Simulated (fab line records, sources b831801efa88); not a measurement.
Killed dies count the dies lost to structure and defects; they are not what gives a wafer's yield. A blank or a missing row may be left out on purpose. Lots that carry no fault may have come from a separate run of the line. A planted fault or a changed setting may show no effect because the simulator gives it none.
fab line records | flow sky130
record: lots: 5 wafers: 15 last_day: 50
route steps=708 shown METAL5@662 PAD_OPEN@708
lots that met no fault: taken from a fault-free run of the same line
start_h: hours from the record's first day to the start of the lot's first wafer shown | wait_h: hours from the lot's prior step to this one | " same as the row above | L1.1+2: a row that stands for several wafers | - either no value or no given start | * or withheld: withheld | < > ~ a bound
route shown NAME@n: names a module that has steps shown in the file, with the first one's number in the route | usual: mean and standard deviation over wafers with no fault | same: alike in all rows | chamber/n: place in a boat | sites: per-site readings | _std_site: their standard deviation | _edge_site: the outer-site mean with the inner-site mean subtracted | radius_mm: for every site, how far away it sits from the centre of the wafer | mask NAME#n: copy n | behind: the tool/chamber that last shaped the wafer | hold: why the lot was held/for how many hours/how that ended | device: whichever transistor did not switch (one of n, p or np) | end of line: the route-end tests of the same wafers | a step with no rows: only its recipe | killed: the dies lost at the first sort to structure and to defects; this is not the yield of the wafer | map: per-die view of a wafer (x killed, . not killed, _ where there is no die)
set.NAME: the setting the step ran with; set.NAME@STEP: the setting that earlier step ran with | model.NAME: the simulator's own value behind a step, which no gauge read
a table for each step, a row for each wafer; lots at some steps of the route
services: the hour from which a tool's chamber was out of use, counted from the record's first day as start_h (under 0 if before that day), plus the number of hours and why
== steps ==
step: SKY_METAL5_SPUTTER_01
recipe: material: TiN target_thk_nm: 20 power_w: 6500 time_s: 16.7 chamber_pressure_pa: 0.4
usual: throttle_valve_pct: 30.5/0.84
same: time_s: 16.7
columns lot.wafer tool chamber start_h wait_h throttle_valve_pct
L348.1 pvd_sputter-01 - 1004.98 0.0 31.8
L348.2 " - " " 29.9
L348.5 " - " " 30.1
L352.2 pvd_sputter-04 - 1031.20 0.0 30.4
L352.4 " - " " 29.8
L352.6 " - " " 30.7
L355.1 pvd_sputter-01 - 1051.51 0.0 31.8
L355.4 " - " " 30.7
L355.5 " - " " 30.8
L364.3 pvd_sputter-01 - 1097.53 0.0 30.9
L364.5 " - " " 31.0
L364.6 " - " " 31.7
L369.1 pvd_sputter-04 - 1135.21 0.0 28.8
L369.3 " - " " 30.3
L369.6 " - " " 29.6
step: SKY_METAL5_SPUTTER_02
recipe: material: AlCu target_thk_nm: 1150 power_w: 10600 time_s: 61.2 chamber_pressure_pa: 0.4
usual: throttle_valve_pct: 30.5/0.83
same: time_s: 61.2
columns lot.wafer tool chamber start_h wait_h throttle_valve_pct
L348.1 pvd_sputter-01 - 1005.00 0.0 31.8
L348.2 " - " " 30.0
L348.5 " - " " 29.8
L352.2 pvd_sputter-04 - 1031.23 0.0 30.5
L352.4 " - " " 29.9
L352.6 " - " " 30.8
L355.1 pvd_sputter-01 - 1051.54 0.0 31.3
L355.4 " - " " 30.8
L355.5 " - " " 30.8
L364.3 pvd_sputter-01 - 1097.55 0.0 31.5
L364.5 " - " " 30.9
L364.6 " - " " 31.4
L369.1 pvd_sputter-04 - 1135.24 0.0 28.3
L369.3 " - " " 30.3
L369.6 " - " " 29.9
step: SKY_METAL5_SPUTTER_03
recipe: material: Ti target_thk_nm: 5 power_w: 3000 time_s: 3.3 chamber_pressure_pa: 0.4
usual: throttle_valve_pct: 30.5/0.85
same: time_s: 3.3
columns lot.wafer tool chamber start_h wait_h throttle_valve_pct
L348.1 pvd_sputter-01 - 1005.05 0.0 31.4
L348.2 " - " " 30.0
L348.5 " - " " 29.9
L352.2 pvd_sputter-04 - 1031.28 0.0 30.4
L352.4 " - " " 29.8
L352.6 " - " " 30.7
L355.1 pvd_sputter-01 - 1051.59 0.0 31.6
L355.4 " - " " 30.7
L355.5 " - " " 30.9
L364.3 pvd_sputter-01 - 1097.60 0.0 31.1
L364.5 " - " " 31.1
L364.6 " - " " 31.6
L369.1 pvd_sputter-04 - 1135.29 0.0 28.5
L369.3 " - " " 30.4
L369.6 " - " " 29.9
step: SKY_METAL5_SPUTTER_04
recipe: material: TiN target_thk_nm: 70 power_w: 6500 time_s: 58.3 chamber_pressure_pa: 0.4
usual: throttle_valve_pct: 30.5/0.84
same: time_s: 58.3
columns lot.wafer tool chamber start_h wait_h throttle_valve_pct
L348.1 pvd_sputter-01 - 1005.07 0.0 31.3
L348.2 " - " " 30.2
L348.5 " - " " 30.0
L352.2 pvd_sputter-04 - 1031.30 0.0 30.8
L352.4 " - " " 29.7
L352.6 " - " " 30.7
L355.1 pvd_sputter-01 - 1051.60 0.0 31.6
L355.4 " - " " 30.5
L355.5 " - " " 30.7
L364.3 pvd_sputter-01 - 1097.62 0.0 30.9
L364.5 " - " " 31.2
L364.6 " - " " 31.6
L369.1 pvd_sputter-04 - 1135.31 0.0 28.5
L369.3 " - " " 30.6
L369.6 " - " " 29.9
step: SKY_METAL5_RS_MEAS_05
recipe: thk_meas_gauge: four-point-probe reads: TiN_of_METAL5_SPUTTER_04+Ti_of_METAL5_SPUTTER_03+AlCu_of_METAL5_SPUTTER_02+TiN_of_METAL5_SPUTTER_01+Ti_of_METAL5_SPUTTER_00
usual: METAL5_ALCU_RS: 0.0271/0.00037
columns lot.wafer tool chamber start_h wait_h METAL5_ALCU_RS[ohm/sq]
L348.1 film_metro-04 - 1005.12 0.0 0.0269
L348.2 " - " " 0.0267
L348.5 " - " " 0.0268
L352.2 film_metro-03 - 1031.37 0.0 0.0276
L352.4 " - " " 0.0275
L352.6 " - " " 0.0272
L355.1 film_metro-03 - 1051.65 0.0 0.0272
L355.4 " - " " 0.0266
L355.5 " - " " 0.0268
L364.3 film_metro-03 - 1097.71 0.1 0.0280
L364.5 " - " " 0.0276
L364.6 " - " " 0.0275
L369.1 film_metro-04 - 1135.36 0.0 0.0267
L369.3 " - " " 0.0273
L369.6 " - " " 0.0266
step: SKY_METAL5_THK_MEAS_06
recipe: thk_meas_gauge: xrf reads: AlCu_of_METAL5_SPUTTER_02
usual: METAL5_ALCU_THK: 1149/19
columns lot.wafer tool chamber start_h wait_h METAL5_ALCU_THK[nm]
L348.1 film_metro-04 - 1005.24 0.1 1172
L348.2 " - " " 1178
L348.5 " - " " 1170
L352.2 film_metro-03 - 1031.48 0.1 1125
L352.4 " - " " 1138
L352.6 " - " " 1146
L355.1 film_metro-03 - 1051.77 0.1 1150
L355.4 " - " " 1168
L355.5 " - " " 1170
L364.3 film_metro-03 - 1097.81 0.1 1105
L364.5 " - " " 1119
L364.6 " - " " 1131
L369.1 film_metro-04 - 1135.48 0.1 1172
L369.3 " - " " 1144
L369.6 " - " " 1182
step: SKY_METAL5_DEHYDRATE_07
recipe: temp_c: 200 time_s: 60
step: SKY_METAL5_HMDS_08
recipe: prime_time_s: 60 prime_temp_c: 120
step: SKY_METAL5_COAT_09
recipe: resist: NOVOLAK spin_rpm: 3000 resist_thk_nm: 1800
step: SKY_METAL5_SOFTBAKE_10
recipe: temp_c: 90 time_s: 60 resist: NOVOLAK
step: SKY_METAL5_EXPOSE_11
recipe: mask_id: MM5 na: 0.6 source_shape: conventional sigma_outer: 0.6 polarization: unpolarized target_cd_nm: 1600 dose_mj: 190
step: SKY_METAL5_PEB_12
recipe: temp_c: withheld time_s: * resist: NOVOLAK
step: SKY_METAL5_DEVELOP_13
recipe: resist: NOVOLAK developer: TMAH develop_time_s: 60 dev_temp_c: 23
usual: developer_temp_C: 23.02/0.11 exhaust_pa: 44.9/0.97 resist_line_temp_C: 22.99/0.11
columns lot.wafer tool chamber start_h wait_h developer_temp_C exhaust_pa resist_line_temp_C
L348.1 litho_track-03 0 1027.10 0.1 22.91 44.1 23.08
L348.2 " 0 " " 22.98 44.5 23.09
L348.5 " 0 " " 23.05 45.3 22.96
L352.2 litho_track-04 0 1052.36 0.1 23.10 43.8 23.07
L352.4 " 0 " " 23.19 44.2 23.04
L352.6 " 0 " " 23.17 44.1 23.05
L355.1 litho_track-02 0 1071.70 0.1 23.11 45.3 23.05
L355.4 " 0 " " 22.97 43.1 22.78
L355.5 " 0 " " 22.87 43.5 22.89
L364.3 litho_track-03 0 1117.00 0.1 23.06 44.5 23.04
L364.5 " 0 " " 23.15 42.9 22.91
L364.6 " 0 " " 23.11 44.0 22.85
L369.1 litho_track-04 0 1153.14 0.1 22.98 46.1 22.88
L369.3 " 0 " " 23.02 44.3 23.00
L369.6 " 0 " " 23.16 45.8 22.91
step: SKY_METAL5_DESCUM_14
recipe: chemistry: O2 source_power_w: 150 bias_power_w: 0 pressure_mtorr: 10 temp_c: 40 time_s: 11
usual: drypump_motor_current_A: 5.8/0.4 oes_product_au: 0.997/0.014
same: time_s: 11
columns lot.wafer tool chamber start_h wait_h drypump_motor_current_A oes_product_au rf_hours_counter_h model.METAL5.cd_nm
L348.1 rie_metal-02 1 1027.25 0.1 6.0 0.998 10 1598
L348.2 " 0 " " 5.9 0.998 3 1601
L348.5 " 1 " " 6.0 1.004 - 1602
L352.2 rie_metal-02 0 1052.49 0.1 5.9 1.008 4 1601
L352.4 " 0 " " 5.8 1.012 - 1604
L352.6 " 0 " " 5.8 1.006 - 1601
L355.1 rie_metal-02 1 1071.85 0.1 6.0 0.998 13 1599
L355.4 " 1 " " 6.0 1.003 - 1600
L355.5 " 1 " " 6.0 0.995 - 1601
L364.3 rie_metal-01 1 1117.11 0.1 5.4 0.998 - 1597
L364.5 " 1 " " 5.5 1.000 - 1601
L364.6 " 0 " " 5.4 0.960 - 1658
L369.1 rie_metal-01 0 1153.29 0.1 5.4 0.977 25 1598
L369.3 " 0 " " 5.4 0.985 - 1597
L369.6 " 0 " " 5.4 0.979 - 1598
step: SKY_METAL5_METAL_ETCH_15
recipe: target_depth_a: 12600 stop_on: SiO2 over_etch_frac: 0.2 time_s: 252 chemistry: Cl2/BCl3 resist_sidewall_deg: 86 pressure_mtorr: 10 icp_w: 900 bias_w: 48.5 Cl2_flow_sccm: 60 bcl3_flow_sccm: 30
usual: drypump_motor_current_A: 5.8/0.4 oes_product_au: 0.894/0.0054 throttle_valve_pct: 22.263/0.0089
same: time_s: 252
columns lot.wafer tool chamber start_h wait_h drypump_motor_current_A oes_product_au rf_hours_counter_h throttle_valve_pct model.METAL5.cd_nm
L348.1 rie_metal-02 1 1027.28 0.0 6.0 0.895 10 22.265 1602
L348.2 " 0 " " 5.9 0.894 3 22.256 1579
L348.5 " 1 " " 6.0 0.895 - 22.263 1610
L352.2 rie_metal-02 0 1052.52 0.0 5.8 0.886 4 22.274 1583
L352.4 " 0 " " 5.8 0.889 - 22.247 1588
L352.6 " 0 " " 5.8 0.888 - 22.261 1586
L355.1 rie_metal-02 1 1071.89 0.0 6.0 0.885 13 22.282 1606
L355.4 " 1 " " 6.0 0.891 - 22.263 1609
L355.5 " 1 " " 6.0 0.894 - 22.275 1612
L364.3 rie_metal-01 1 1117.21 0.1 5.4 0.893 - 22.277 1579
L364.5 " 1 " " 5.4 0.894 - 22.278 1579
L364.6 " 0 " " 5.4 0.890 - 22.264 1665
L369.1 rie_metal-01 0 1153.32 0.0 5.4 0.888 25 22.261 1594
L369.3 " 0 " " 5.4 0.887 - 22.251 1596
L369.6 " 0 " " 5.4 0.903 - 22.271 1595
step: SKY_METAL5_STRIP_16
recipe: chemistry: O2/N2 power_w: 1400 pressure_mtorr: 1500 platen_temp_c: withheld o2_flow_sccm: 3000 n2_flow_sccm: 300 overash_fraction: 0.5
usual: drypump_motor_current_A: 5.5/0.36 oes_product_au: 0.710/0.0046 strip_time_to_endpoint_s: 13.09/0.17
columns lot.wafer tool chamber start_h wait_h drypump_motor_current_A oes_product_au rf_hours_counter_h strip_time_to_endpoint_s
L348.1 plasma_asher-04 1 1027.52 0.2 5.1 0.710 57 13.12
L348.2 " 0 " " 5.2 0.719 57 13.02
L348.5 " 0 " " 5.2 0.712 - 13.12
L352.2 plasma_asher-01 1 1052.76 0.2 6.1 0.709 94 12.80
L352.4 " 0 " " 5.3 0.707 - 12.94
L352.6 " 1 " " 6.1 0.711 - 12.99
L355.1 plasma_asher-01 0 1072.12 0.2 5.3 0.717 96 13.09
L355.4 " 0 " " 5.3 0.718 - 13.03
L355.5 " 1 " " 6.1 0.706 - 12.96
L364.3 plasma_asher-01 0 1117.40 0.1 5.3 0.702 - 12.89
L364.5 " 1 " " 6.2 0.705 - 12.91
L364.6 " 0 " " 5.3 0.710 - 13.38
L369.1 plasma_asher-03 0 1153.56 0.2 5.7 0.713 10 13.31
L369.3 " 1 " " 5.6 0.705 - 13.24
L369.6 " 0 " " 5.7 0.716 - 13.34
step: SKY_PAD_OPEN_PROBE_99
usual: defect_limited_yield: 82.6/1.8 killed_at_M0_to_M3: 43/6.5 killed_at_M4_up: 3.1/1.8 killed_at_contacts: 24/5.6 killed_at_front_end: 15/4.2 killed_at_other: 0.3/0.5 killed_dies: 86/8.9 killed_on_rim: 17/4.3 killed_open: 47/6.9 killed_short: 39/5.9 sort_bin_3_pad_short: 0.9/0.39 sort_bin_5_function: 10.4/1.6 sort_bin_6_memory: 6.2/1 sort_n_pass: 406/8.9 sort_yield_pct: 82.6/1.8
same: gross_dies: 492 killed_at_back_side: 0 sort_bin_4_leakage[%]: 0 sort_bin_8_speed[%]: 0
columns lot.wafer tool chamber start_h wait_h defect_limited_yield[%] killed_at_M0_to_M3 killed_at_M4_up killed_at_contacts killed_at_front_end killed_at_other killed_dies killed_on_rim killed_open killed_short sort_bin_3_pad_short[%] sort_bin_5_function[%] sort_bin_6_memory[%] sort_n_pass sort_yield_pct[%] model.etest.met5.width_nm model.etest.met5.line_ohm_um
L348.1 prober-01 - 1073.52 0.1 82.1 51 6 20 11 0 88 20 49 39 1.2 10.0 6.7 404 82.1 1599 0.01685
L348.2 prober-01 - 1073.57 0.1 80.7 52 6 13 24 0 95 14 57 38 0.8 11.8 6.7 397 80.7 1579 0.01691
L348.5 prober-01 - 1073.72 0.2 80.7 43 6 26 20 0 95 18 52 43 0.6 12.4 6.3 397 80.7 1611 0.01661
L352.2 prober-01 - 1097.03 0.1 81.1 50 7 24 12 0 93 18 50 42 0.4 11.0 7.5 399 81.1 1582 0.01743
L352.4 prober-01 - 1097.13 0.2 80.7 34 0 39 21 1 95 22 61 34 0.4 11.0 7.9 397 80.7 1588 0.01731
L352.6 prober-01 - 1097.23 0.2 81.5 37 2 26 26 0 91 20 53 38 0.8 11.6 6.1 401 81.5 1587 0.01725
L355.1 prober-01 - 1115.70 0.1 86.8 33 4 18 10 0 65 12 33 32 0.8 7.3 5.1 427 86.8 1603 0.0171
L355.4 prober-01 - 1115.85 0.2 79.5 47 1 25 27 1 101 21 54 47 0.6 14.4 5.5 391 79.5 1611 0.01642
L355.5 prober-01 - 1115.90 0.2 84.1 36 2 24 16 0 78 19 39 39 0.6 8.7 6.5 414 84.1 1610 0.01684
L364.3 prober-02 - 1158.07 0.2 81.9 38 3 25 23 0 89 16 46 43 1.0 10.8 6.3 403 81.9 1582 0.0174
L364.5 prober-02 - 1158.17 0.2 81.5 38 3 28 21 1 91 18 42 49 1.0 11.0 6.5 401 81.5 1576 0.01772
L364.6 prober-02 - 1158.22 0.2 82.1 38 2 23 25 0 88 20 48 40 0.6 10.6 6.7 404 82.1 1665 0.01656
L369.1 prober-01 - 1189.41 0.1 82.3 42 4 30 9 2 87 11 56 31 1.0 8.9 7.7 405 82.3 1598 0.01689
L369.3 prober-01 - 1189.51 0.2 81.9 42 5 29 13 0 89 18 50 39 0.8 9.8 7.5 403 81.9 1597 0.01724
L369.6 prober-01 - 1189.66 0.2 82.3 48 3 17 19 0 87 14 50 37 0.4 9.8 7.5 405 82.3 1597 0.01681
killed by level:class
L348.1 VIA1:geometric_particle:open=12 METAL1:geometric_particle:short=11 VIA2:geometric_particle:open=7 LI_CONTACT:geometric_particle:open=5 CONTACT:geometric_particle:open=5 VIA1:geometric_particle:short=5 METAL4:geometric_particle:short=5 SPACER:geometric_particle:open=4
L348.2 VIA1:geometric_particle:open=13 VIA2:geometric_particle:open=8 FIELD_ISO:geometric_particle:open=7 VIA3:geometric_particle:open=7 VIA3:geometric_particle:short=5 METAL2:geometric_particle:short=5 METAL4:geometric_particle:short=5 FIELD_ISO:geometric_particle:short=4
L348.5 FIELD_ISO:geometric_particle:open=7 LI_CONTACT:geometric_particle:open=7 VIA1:geometric_particle:open=7 VIA3:geometric_particle:short=6 LOCAL_INTERCONNECT:geometric_particle:short=6 CONTACT:geometric_particle:open=6 METAL1:geometric_particle:short=6 METAL2:geometric_particle:short=6
L352.2 VIA1:geometric_particle:open=14 CONTACT:geometric_particle:open=11 METAL2:geometric_particle:short=8 LI_CONTACT:geometric_particle:open=6 METAL4:geometric_particle:short=6 VIA1:geometric_particle:short=5 VIA2:geometric_particle:open=5 CONTACT:geometric_particle:short=4
L352.4 CONTACT:geometric_particle:open=17 LI_CONTACT:geometric_particle:open=11 VIA1:geometric_particle:open=8 VIA3:geometric_particle:open=7 POLY_GATE:geometric_particle:open=5 LOCAL_INTERCONNECT:geometric_particle:short=5 POLY_GATE:geometric_particle:short=4 LI_CONTACT:geometric_particle:short=4
L352.6 VIA1:geometric_particle:open=12 CONTACT:geometric_particle:open=8 LI_CONTACT:geometric_particle:open=6 FIELD_ISO:geometric_particle:open=5 VIA2:geometric_particle:open=5 FIELD_ISO:geometric_particle:short=4 POLY_GATE:geometric_particle:open=4 SPACER:geometric_particle:short=4
L355.1 CONTACT:geometric_particle:open=7 METAL1:geometric_particle:short=6 LI_CONTACT:geometric_particle:open=5 METAL2:geometric_particle:short=5 VIA2:geometric_particle:open=5 FIELD_ISO:geometric_particle:open=3 POLY_GATE:geometric_particle:short=3 POLY_GATE:geometric_particle:open=3
L355.4 VIA2:geometric_particle:open=10 VIA2:geometric_particle:short=9 FIELD_ISO:geometric_particle:short=8 CONTACT:geometric_particle:open=8 LI_CONTACT:geometric_particle:open=7 VIA1:geometric_particle:open=7 VIA3:geometric_particle:open=6 POLY_GATE:geometric_particle:open=5
L355.5 LI_CONTACT:geometric_particle:open=10 VIA1:geometric_particle:open=10 VIA1:geometric_particle:short=6 LOCAL_INTERCONNECT:geometric_particle:short=6 VIA3:geometric_particle:open=6 FIELD_ISO:geometric_particle:open=4 POLY_GATE:geometric_particle:open=4 POLY_GATE:geometric_particle:short=4
L364.3 VIA1:geometric_particle:open=10 CONTACT:geometric_particle:open=8 POLY_GATE:geometric_particle:open=6 CONTACT:geometric_particle:short=6 METAL1:geometric_particle:short=6 LOCAL_INTERCONNECT:geometric_particle:short=5 VIA3:geometric_particle:open=5 FIELD_ISO:geometric_particle:open=4
L364.5 CONTACT:geometric_particle:open=14 VIA1:geometric_particle:open=8 FIELD_ISO:geometric_particle:open=7 METAL1:geometric_particle:short=7 LI_CONTACT:geometric_particle:short=5 CONTACT:geometric_particle:short=5 VIA3:geometric_particle:short=5 METAL2:geometric_particle:short=5
L364.6 CONTACT:geometric_particle:open=13 FIELD_ISO:geometric_particle:short=7 VIA1:geometric_particle:open=7 METAL2:geometric_particle:short=7 FIELD_ISO:geometric_particle:open=6 METAL1:geometric_particle:short=5 POLY_GATE:geometric_particle:short=4 LI_CONTACT:geometric_particle:open=4
L369.1 CONTACT:geometric_particle:open=11 VIA1:geometric_particle:open=9 LI_CONTACT:geometric_particle:open=8 VIA2:geometric_particle:open=8 VIA3:geometric_particle:open=5 METAL2:geometric_particle:short=5 LOCAL_INTERCONNECT:geometric_particle:open=4 CONTACT:geometric_particle:short=4
L369.3 VIA1:geometric_particle:open=9 CONTACT:geometric_particle:open=9 VIA3:geometric_particle:open=9 LI_CONTACT:geometric_particle:open=8 POLY_GATE:geometric_particle:short=5 LOCAL_INTERCONNECT:geometric_particle:short=5 FIELD_ISO:geometric_particle:open=4 VIA2:geometric_particle:open=4
L369.6 VIA1:geometric_particle:open=11 POLY_GATE:geometric_particle:open=9 VIA2:geometric_particle:open=8 METAL2:geometric_particle:short=7 LI_CONTACT:geometric_particle:open=5 CONTACT:geometric_particle:open=5 VIA3:geometric_particle:open=5 POLY_GATE:geometric_particle:short=4
== services ==
columns tool chamber start_h hours kind
pvd_sputter-01 - 991.89 2.2 repair
plasma_asher-01 - 1017.28 7.1 repair
plasma_asher-03 - 1055.25 9.0 pm
plasma_asher-03 0 1055.25 9.0 vent_cycle
plasma_asher-03 1 1055.25 9.0 vent_cycle
rie_metal-01 1 1057.35 8.7 repair
plasma_asher-03 0 1064.25 - clean
plasma_asher-03 1 1064.25 - clean
plasma_asher-01 - 1091.58 9.4 repair
rie_metal-02 0 1128.99 1.5 repair
plasma_asher-04 - 1134.79 3.0 repair
plasma_asher-01 - 1135.91 3.6 repair
plasma_asher-01 - 1144.36 1.1 repair
== key ==
first_sign none at tools or gauges
model_effect: step: SKY_METAL5_DESCUM_14 value: METAL5.cd_nm without: 1598 struck: 1658
model_effect: step: SKY_METAL5_METAL_ETCH_15 value: METAL5.cd_nm without: 1605 struck: 1665
model_effect: step: SKY_PAD_OPEN_PROBE_99 value: etest.met5.width_nm without: 1606 struck: 1665
met_at SKY_METAL5_DEVELOP_13
struck_wafers L364.6
onset_between 1027.10 1117.00
fault: kind: process_parameter_drift tool: litho_track-03 chamber: - onset_h: 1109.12 steps: SKY_METAL5_DEVELOP_13 channel: develop_time_s offset: * shape: step end_h: 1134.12 scope: struck_wafers_only acts_in: * stated: *
